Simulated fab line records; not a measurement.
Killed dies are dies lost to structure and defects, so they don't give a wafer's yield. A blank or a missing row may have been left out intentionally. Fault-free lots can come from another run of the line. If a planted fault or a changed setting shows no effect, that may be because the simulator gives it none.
fab line records    flow sky130
[record] lots = 11  wafers = 33  last_day = 50
route steps=708 shown SPACER@305 LI_CONTACT@382 LOCAL_INTERCONNECT@387 CONTACT@421 PAD_OPEN@708
lots that met no fault: from a run of the same line without faults
start_h: hours from the record's first day to the start of the lot's first wafer shown    wait_h: hours from the lot's prior step to this one    " repeats the value in the row above    L1.1+2: a row that stands for several wafers    - either no value or no given start    * or withheld: withheld    < > ~ a bound
route shown NAME@n: NAME is a module with steps in the file, n the number in the route of the first one    usual: mean and standard deviation over wafers with no fault    same: alike in all rows    chamber/n: place in a boat    sites: readings site by site    _std_site: their standard deviation    _edge_site: mean of outer sites minus mean of inner sites    radius_mm: for every site, how far away it sits from the centre of the wafer    mask NAME#n: copy n    behind: tool/chamber where the wafer was last shaped    hold: why the lot was held/for how many hours/how that ended    device: names the non-switching transistor (n, p or np)    end of line: the tests these same wafers got at the end of their route    a step with no rows: only its recipe    killed: count of dies lost to structure and defects at first sort (not the wafer's yield)    map: the dies of a wafer, with x for killed, . for not killed, _ for no die there
set.NAME: the setting that was run; set.NAME@STEP: the one run at that earlier step    model.NAME: the simulator's own value behind a step, which no gauge read
a sample of lots followed through the steps of the route, with each step as a table and each wafer as a row
services: a tool's chamber out of use, with start hour (start_h, from the record's first day; less than 0 if before it), hours out, and reason
[[steps]]
[step SKY_SPACER_THK_MEAS_01]
[recipe] reads = Si3N4_of_SPACER_CVD_00
[usual] SPACER_CVD_00_THK = 42.9/0.43
lot.wafer  tool           chamber  start_h  wait_h  SPACER_CVD_00_THK[nm]
L192.1     film_metro-03  -        525.53   0.0     43.5
L192.4     "              -        "        "       43.5
L192.5     "              -        "        "       43.5
L195.1     film_metro-02  -        551.64   0.0     42.3
L195.4     "              -        "        "       42.4
L195.6     "              -        "        "       42.5
L196.2     film_metro-01  -        562.95   0.0     42.7
L196.4     "              -        "        "       42.4
L196.6     "              -        "        "       42.6
L197.2     film_metro-03  -        567.06   0.0     43.2
L197.4     "              -        "        "       43.9
L197.5     "              -        "        "       43.1
L204.2     film_metro-03  -        634.56   0.0     42.2
L204.3     "              -        "        "       42.1
L204.6     "              -        "        "       42.8
L206.1     film_metro-02  -        658.01   0.0     42.5
L206.3     "              -        "        "       42.8
L206.4     "              -        "        "       43.0
L208.1     film_metro-03  -        663.65   0.0     42.4
L208.3     "              -        "        "       42.4
L208.4     "              -        "        "       42.6
L211.2     film_metro-02  -        691.25   0.0     43.1
L211.3     "              -        "        "       43.0
L211.5     "              -        "        "       43.2
L212.1     film_metro-03  -        699.24   0.0     43.1
L212.2     "              -        "        "       42.9
L212.4     "              -        "        "       43.5
L213.4     film_metro-01  -        706.44   0.0     43.7
L213.5     "              -        "        "       43.8
L213.6     "              -        "        "       43.6
L215.1     film_metro-02  -        727.54   0.0     42.6
L215.4     "              -        "        "       43.0
L215.5     "              -        "        "       43.0
[step SKY_LI_CONTACT_SPUTTER_20]
[recipe] material = TiN  target_thk_nm = 20  chamber_pressure_pa = 5  power_w = 4000  time_s = 80
[usual] throttle_valve_pct = 29.8/1.4
lot.wafer  tool            chamber  start_h  wait_h  throttle_valve_pct
L192.1     pvd_sputter-02  -        676.31   0.0     30.1
L192.4     "               -        "        "       31.5
L192.5     "               -        "        "       29.8
L195.1     pvd_sputter-01  -        700.02   0.0     27.7
L195.4     "               -        "        "       31.3
L195.6     "               -        "        "       27.7
L196.2     pvd_sputter-01  -        710.89   0.0     30.4
L196.4     "               -        "        "       27.7
L196.6     "               -        "        "       31.4
L197.2     pvd_sputter-04  -        713.99   0.0     31.1
L197.4     "               -        "        "       30.7
L197.5     "               -        "        "       28.4
L204.2     pvd_sputter-02  -        776.21   0.0     29.8
L204.3     "               -        "        "       27.8
L204.6     "               -        "        "       31.7
L206.1     pvd_sputter-01  -        798.26   0.0     30.2
L206.3     "               -        "        "       30.2
L206.4     "               -        "        "       27.7
L208.1     pvd_sputter-02  -        803.99   0.0     31.7
L208.3     "               -        "        "       29.8
L208.4     "               -        "        "       27.7
L211.2     pvd_sputter-04  -        829.21   0.0     28.1
L211.3     "               -        "        "       31.1
L211.5     "               -        "        "       28.8
L212.1     pvd_sputter-01  -        836.31   0.0     29.7
L212.2     "               -        "        "       31.4
L212.4     "               -        "        "       27.7
L213.4     pvd_sputter-04  -        843.86   0.0     28.6
L213.5     "               -        "        "       31.1
L213.6     "               -        "        "       28.4
L215.1     pvd_sputter-01  -        862.66   0.0     31.4
L215.4     "               -        "        "       30.5
L215.5     "               -        "        "       30.4
[step SKY_LOCAL_INTERCONNECT_SPUTTER_00]
[recipe] material = TiN  target_thk_nm = 100  temp_c = 300  power_w = 6500  time_s = 83.3  chamber_pressure_pa = 0.4
[usual] susceptor_temp_C = 299.97/0.21  throttle_valve_pct = 29.8/1.1
lot.wafer  tool            chamber  start_h  wait_h  susceptor_temp_C  throttle_valve_pct
L192.1     pvd_sputter-04  -        676.98   0.1     299.77            30.8
L192.4     "               -        "        "       299.84            30.7
L192.5     "               -        "        "       299.70            30.9
L195.1     pvd_sputter-03  -        700.69   0.2     299.67            29.3
L195.4     "               -        "        "       299.62            29.7
L195.6     "               -        "        "       299.48            29.5
L196.2     pvd_sputter-03  -        711.56   0.1     300.06            29.5
L196.4     "               -        "        "       299.92            30.1
L196.6     "               -        "        "       299.45            29.7
L197.2     pvd_sputter-03  -        714.66   0.2     299.72            29.7
L197.4     "               -        "        "       299.77            29.7
L197.5     "               -        "        "       300.12            29.7
L204.2     pvd_sputter-04  -        776.88   0.1     300.10            31.5
L204.3     "               -        "        "       299.88            30.6
L204.6     "               -        "        "       299.93            30.9
L206.1     pvd_sputter-04  -        798.92   0.1     299.96            30.7
L206.3     "               -        "        "       299.98            28.5
L206.4     "               -        "        "       300.00            31.2
L208.1     pvd_sputter-04  -        804.68   0.2     299.94            30.7
L208.3     "               -        "        "       300.13            30.9
L208.4     "               -        "        "       300.28            31.1
L211.2     pvd_sputter-03  -        829.91   0.2     300.27            30.0
L211.3     "               -        "        "       300.47            29.7
L211.5     "               -        "        "       300.09            29.9
L212.1     pvd_sputter-03  -        836.97   0.2     300.25            29.8
L212.2     "               -        "        "       300.14            29.4
L212.4     "               -        "        "       299.96            29.6
L213.4     pvd_sputter-02  -        844.56   0.2     299.73            29.7
L213.5     "               -        "        "       299.65            28.2
L213.6     "               -        "        "       300.08            27.6
L215.1     pvd_sputter-02  -        863.33   0.1     299.71            28.1
L215.4     "               -        "        "       300.12            31.3
L215.5     "               -        "        "       300.00            29.7
[step SKY_LOCAL_INTERCONNECT_RS_MEAS_01]
[recipe] thk_meas_gauge = four-point-probe  reads = TiN_of_LOCAL_INTERCONNECT_SPUTTER_00
[usual] LOCAL_INTERCONNECT_TIN_RS = 14.15/0.13
lot.wafer  tool           chamber  start_h  wait_h  LOCAL_INTERCONNECT_TIN_RS[ohm/sq]
L192.1     film_metro-01  -        677.04   0.0     14.12
L192.4     "              -        "        "       14.16
L192.5     "              -        "        "       14.24
L195.1     film_metro-03  -        700.75   0.0     13.89
L195.4     "              -        "        "       14.04
L195.6     "              -        "        "       13.99
L196.2     film_metro-03  -        711.64   0.1     14.21
L196.4     "              -        "        "       14.28
L196.6     "              -        "        "       14.22
L197.2     film_metro-03  -        714.74   0.1     14.00
L197.4     "              -        "        "       13.93
L197.5     "              -        "        "       13.90
L204.2     film_metro-01  -        776.96   0.1     11.78
L204.3     "              -        "        "       11.76
L204.6     "              -        "        "       11.76
L206.1     film_metro-01  -        798.99   0.0     12.01
L206.3     "              -        "        "       11.97
L206.4     "              -        "        "       11.96
L208.1     film_metro-03  -        804.74   0.0     12.01
L208.3     "              -        "        "       11.99
L208.4     "              -        "        "       11.91
L211.2     film_metro-01  -        829.99   0.1     14.25
L211.3     "              -        "        "       14.20
L211.5     "              -        "        "       14.11
L212.1     film_metro-01  -        837.04   0.0     14.00
L212.2     "              -        "        "       14.26
L212.4     "              -        "        "       14.21
L213.4     film_metro-01  -        844.65   0.1     14.10
L213.5     "              -        "        "       14.00
L213.6     "              -        "        "       14.07
L215.1     film_metro-03  -        863.39   0.0     14.25
L215.4     "              -        "        "       14.19
L215.5     "              -        "        "       14.18
[step SKY_LOCAL_INTERCONNECT_THK_MEAS_02]
[recipe] thk_meas_gauge = xrf  reads = TiN_of_LOCAL_INTERCONNECT_SPUTTER_00
[usual] LOCAL_INTERCONNECT_TIN_THK = 101.3/1.1
lot.wafer  tool           chamber  start_h  wait_h  LOCAL_INTERCONNECT_TIN_THK[nm]
L192.1     film_metro-01  -        677.16   0.1     101.7
L192.4     "              -        "        "       100.9
L192.5     "              -        "        "       100.3
L195.1     film_metro-03  -        700.87   0.1     103.1
L195.4     "              -        "        "       102.1
L195.6     "              -        "        "       102.9
L196.2     film_metro-03  -        711.75   0.1     100.9
L196.4     "              -        "        "       101.0
L196.6     "              -        "        "       100.9
L197.2     film_metro-03  -        714.85   0.1     102.3
L197.4     "              -        "        "       103.0
L197.5     "              -        "        "       103.6
L204.2     film_metro-01  -        777.07   0.1     121.9
L204.3     "              -        "        "       121.1
L204.6     "              -        "        "       121.6
L206.1     film_metro-01  -        799.11   0.1     118.0
L206.3     "              -        "        "       119.6
L206.4     "              -        "        "       119.2
L208.1     film_metro-03  -        804.86   0.1     119.5
L208.3     "              -        "        "       119.0
L208.4     "              -        "        "       119.9
L211.2     film_metro-01  -        830.10   0.1     99.7
L211.3     "              -        "        "       100.4
L211.5     "              -        "        "       100.7
L212.1     film_metro-01  -        837.16   0.1     101.9
L212.2     "              -        "        "       99.8
L212.4     "              -        "        "       100.2
L213.4     film_metro-01  -        844.74   0.1     100.8
L213.5     "              -        "        "       101.5
L213.6     "              -        "        "       101.3
L215.1     film_metro-03  -        863.51   0.1     100.6
L215.4     "              -        "        "       101.5
L215.5     "              -        "        "       101.3
[step SKY_LOCAL_INTERCONNECT_METAL_ETCH_14]
[recipe] target_depth_nm = 110  stop_on = PSG  chemistry = Cl2/BCl3  target = TiN  resist_sidewall_deg = 88  pressure_mtorr = 10  icp_w = 900  bias_w = 48.5  Cl2_flow_sccm = 60  bcl3_flow_sccm = 30  time_s = 31.4
[usual] drypump_motor_current_A = 5.7/0.3  mfc_cl2_sccm = 59.97/0.19  oes_product_au = 0.940/0.0065  throttle_valve_pct = 21.901/0.0096
lot.wafer  tool          chamber  start_h  wait_h  drypump_motor_current_A  mfc_cl2_sccm  oes_product_au  rf_hours_counter_h  throttle_valve_pct
L192.1     rie_metal-03  0        706.10   0.0     5.8                      59.83         0.942           11                  21.912
L192.4     "             1        "        "       5.8                      60.16         0.939           -                   21.907
L192.5     "             1        "        "       5.8                      59.85         0.933           -                   21.902
L195.1     rie_metal-03  1        729.65   0.0     5.8                      59.86         0.946           9                   21.893
L195.4     "             1        "        "       5.8                      59.91         0.942           -                   21.919
L195.6     "             0        "        "       5.9                      60.06         0.947           -                   21.893
L196.2     rie_metal-01  1        739.88   0.1     5.5                      59.98         0.933           -                   21.910
L196.4     "             1        "        "       5.5                      60.10         0.940           -                   21.911
L196.6     "             1        "        "       5.5                      59.86         0.935           -                   21.907
L197.2     rie_metal-03  1        742.87   0.0     5.8                      60.15         0.937           9                   21.894
L197.4     "             1        "        "       5.8                      59.75         0.940           -                   21.883
L197.5     "             1        "        "       5.8                      60.17         0.954           -                   21.894
L204.2     rie_metal-04  1        804.05   0.0     5.2                      59.76         0.990           12                  21.877
L204.3     "             1        "        "       5.2                      59.91         0.997           -                   21.856
L204.6     "             0        "        "       6.0                      59.64         1.008           -                   21.861
L206.1     rie_metal-04  0        825.60   0.0     6.0                      59.96         0.999           17                  21.857
L206.3     "             0        "        "       6.0                      59.62         0.998           -                   21.882
L206.4     "             1        "        "       5.2                      60.05         0.988           -                   21.855
L208.1     rie_metal-01  0        831.32   0.0     5.9                      59.87         1.003           2                   21.875
L208.3     "             0        "        "       5.9                      59.83         0.990           -                   21.875
L208.4     "             1        "        "       5.6                      60.17         0.998           -                   21.854
L211.2     rie_metal-03  1        855.90   0.0     5.8                      60.17         0.937           13                  21.896
L211.3     "             1        "        "       5.8                      59.93         0.944           -                   21.912
L211.5     "             1        "        "       5.8                      59.97         0.949           -                   21.899
L212.1     rie_metal-03  1        863.18   0.0     5.8                      60.22         0.944           13                  21.893
L212.2     "             0        "        "       5.9                      59.42         0.938           16                  21.902
L212.4     "             0        "        "       5.8                      59.48         0.932           -                   21.893
L213.4     rie_metal-04  0        871.22   0.0     6.0                      60.08         0.940           -                   21.907
L213.5     "             1        "        "       5.2                      60.13         0.943           -                   21.904
L213.6     "             0        "        "       6.0                      60.02         0.943           -                   21.898
L215.1     rie_metal-04  1        889.62   0.0     5.1                      60.12         0.937           16                  21.916
L215.4     "             0        "        "       6.0                      60.23         0.941           -                   21.897
L215.5     "             0        "        "       6.0                      60.10         0.937           -                   21.899
[step SKY_CONTACT_OVL_MEAS_15]
[usual] CONTACT_OVL = 0/5.4
lot.wafer  tool        chamber  start_h  wait_h  CONTACT_OVL[nm]
L192.1     overlay-02  -        735.60   0.1     2
L192.4     "           -        "        "       -3
L192.5     "           -        "        "       12
L195.1     overlay-02  -        758.56   0.1     6
L195.4     "           -        "        "       6
L195.6     "           -        "        "       6
L196.2     overlay-02  -        769.06   0.1     -3
L196.4     "           -        "        "       6
L196.6     "           -        "        "       4
L197.2     overlay-01  -        771.46   0.1     2
L197.4     "           -        "        "       -2
L197.5     "           -        "        "       3
L204.2     overlay-02  -        831.61   0.1     -2
L204.3     "           -        "        "       1
L204.6     "           -        "        "       -1
L206.1     overlay-02  -        852.50   0.1     0
L206.3     "           -        "        "       -1
L206.4     "           -        "        "       -1
L208.1     overlay-02  -        858.65   0.1     7
L208.3     "           -        "        "       7
L208.4     "           -        "        "       3
L211.2     overlay-02  -        883.08   0.1     -2
L211.3     "           -        "        "       1
L211.5     "           -        "        "       1
L212.1     overlay-01  -        890.60   0.1     -7
L212.2     "           -        "        "       -9
L212.4     "           -        "        "       1
L213.4     overlay-02  -        898.53   0.1     5
L213.5     "           -        "        "       6
L213.6     "           -        "        "       7
L215.1     overlay-02  -        916.41   0.1     9
L215.4     "           -        "        "       1
L215.5     "           -        "        "       12
[step SKY_PAD_OPEN_PROBE_99]
[usual] killed_at_M0_to_M3 = 44/7  killed_at_M4_up = 3.2/1.8  killed_at_contacts = 24/5.1  killed_at_front_end = 15/4.3  killed_at_other = 0.3/0.5  killed_dies = 86/9.6  killed_on_rim = 17/4.1  killed_open = 48/7.1  killed_short = 38/6.7
[same] gross_dies = 492  killed_at_back_side = 0
lot.wafer  tool       chamber  start_h  wait_h  killed_at_M0_to_M3  killed_at_M4_up  killed_at_contacts  killed_at_front_end  killed_at_other  killed_dies  killed_on_rim  killed_open  killed_short
L206.1     prober-02  -        1164.05  0.1     33                  1                22                  16                   0                72           11             47           25
L206.3     prober-02  -        1164.15  0.2     44                  4                18                  13                   0                79           16             48           30
L206.4     prober-02  -        1164.20  0.2     38                  3                19                  13                   2                75           13             34           37
L212.1     prober-01  -        1186.50  0.1     48                  3                26                  21                   1                99           16             53           46
L212.2     prober-01  -        1186.55  0.1     43                  7                32                  15                   0                97           19             50           46
L212.4     prober-01  -        1186.65  0.2     48                  6                35                  21                   0                110          23             49           61
// killed by level:class
L206.1 VIA3:geometric_particle:open=9 FIELD_ISO:geometric_particle:open=8 LI_CONTACT:geometric_particle:open=7 VIA1:geometric_particle:open=6 CONTACT:geometric_particle:open=5 FIELD_ISO:geometric_particle:short=4 VIA2:geometric_particle:open=4 CONTACT:geometric_particle:short=4
L206.3 VIA1:geometric_particle:open=12 VIA3:geometric_particle:open=7 VIA1:geometric_particle:short=6 METAL2:geometric_particle:short=6 FIELD_ISO:geometric_particle:open=4 FIELD_ISO:geometric_particle:short=4 LI_CONTACT:geometric_particle:short=4 LI_CONTACT:geometric_particle:open=4
L206.4 VIA3:geometric_particle:short=9 CONTACT:geometric_particle:open=7 VIA3:geometric_particle:open=6 VIA1:geometric_particle:short=5 METAL2:geometric_particle:short=5 LI_CONTACT:geometric_particle:open=4 VIA1:geometric_particle:open=4 POLY_GATE:geometric_particle:short=3
L212.1 VIA1:geometric_particle:open=16 LI_CONTACT:geometric_particle:open=8 CONTACT:geometric_particle:open=8 FIELD_ISO:geometric_particle:open=6 METAL1:geometric_particle:short=6 CONTACT:geometric_particle:short=6 VIA1:geometric_particle:short=5 METAL2:geometric_particle:short=5
L212.2 CONTACT:geometric_particle:open=9 VIA1:geometric_particle:open=9 LI_CONTACT:geometric_particle:open=8 LOCAL_INTERCONNECT:geometric_particle:short=8 METAL1:geometric_particle:short=6 FIELD_ISO:geometric_particle:short=5 CONTACT:geometric_particle:short=5 VIA1:geometric_particle:short=5
L212.4 VIA1:geometric_particle:open=11 METAL1:geometric_particle:short=10 CONTACT:geometric_particle:short=10 CONTACT:geometric_particle:open=8 LOCAL_INTERCONNECT:geometric_particle:short=7 SPACER:geometric_particle:open=7 VIA2:geometric_particle:open=7 VIA1:geometric_particle:short=6
[[services]]
tool            chamber  start_h  hours  kind
pvd_sputter-03  1        661.87   -      consumable_replace:kit
pvd_sputter-03  1        661.87   18.0   scheduled_down
pvd_sputter-03  1        661.87   18.0   vent_cycle
pvd_sputter-04  -        670.29   1.3    repair
rie_metal-01    0        725.32   -      clean
rie_metal-01    0        725.32   29.6   scheduled_down
rie_metal-04    1        787.01   2.7    repair
pvd_sputter-03  -        799.00   24.2   repair
pvd_sputter-04  1        809.19   -      consumable_replace:kit
pvd_sputter-04  1        809.19   18.0   scheduled_down
pvd_sputter-04  1        809.19   18.0   vent_cycle
pvd_sputter-04  -        810.55   0.9    repair
rie_metal-04    1        815.93   6.5    repair
pvd_sputter-03  0        826.13   -      consumable_replace:kit
pvd_sputter-03  0        826.13   18.0   scheduled_down
pvd_sputter-03  0        826.13   18.0   vent_cycle
pvd_sputter-02  3        832.59   -      consumable_replace:kit
pvd_sputter-02  3        832.59   18.0   scheduled_down
pvd_sputter-02  3        832.59   18.0   vent_cycle
rie_metal-04    -        874.19   1.4    pm
rie_metal-03    0        878.02   -      clean
rie_metal-03    0        878.02   22.2   scheduled_down
rie_metal-03    0        878.02   22.2   vent_cycle
rie_metal-01    -        888.76   1.3    repair
[[key]]
[first_sign] step = SKY_LOCAL_INTERCONNECT_RS_MEAS_01  reading = LOCAL_INTERCONNECT_TIN_RS  direction = down  sigmas = 17  usual = 14.15  struck = 11.90
[effect] step = SKY_LOCAL_INTERCONNECT_THK_MEAS_02  reading = LOCAL_INTERCONNECT_TIN_THK  direction = up  sigmas = 17  usual = 101.3  struck = 120.0
[effect] step = SKY_LOCAL_INTERCONNECT_METAL_ETCH_14  reading = oes_product_au  direction = up  sigmas = 8.7  usual = 0.940  struck = 0.997
met_at SKY_LOCAL_INTERCONNECT_SPUTTER_00
struck_lots L204,L206,L208
tester_left_out L204,L206,L208
not_acting_at SKY_SPACER_THK_MEAS_01,SKY_LI_CONTACT_SPUTTER_20,SKY_CONTACT_OVL_MEAS_15
onset_between 676.98 776.88
[fault] kind = process_parameter_drift  tool = pvd_sputter-04  chamber = -  onset_h = 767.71  steps = SKY_LOCAL_INTERCONNECT_SPUTTER_00  channel = time_s  offset = *  shape = step  end_h = 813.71  acts_in = *  stated = *
// tester_left_out: of these lots the tester's yield and bins aren't shown, on N5 and GAA mostly nor the transistor test; their killed dies are dies lost to structure and defects alone, not to doping, threshold or leakage, so they don't give the yield
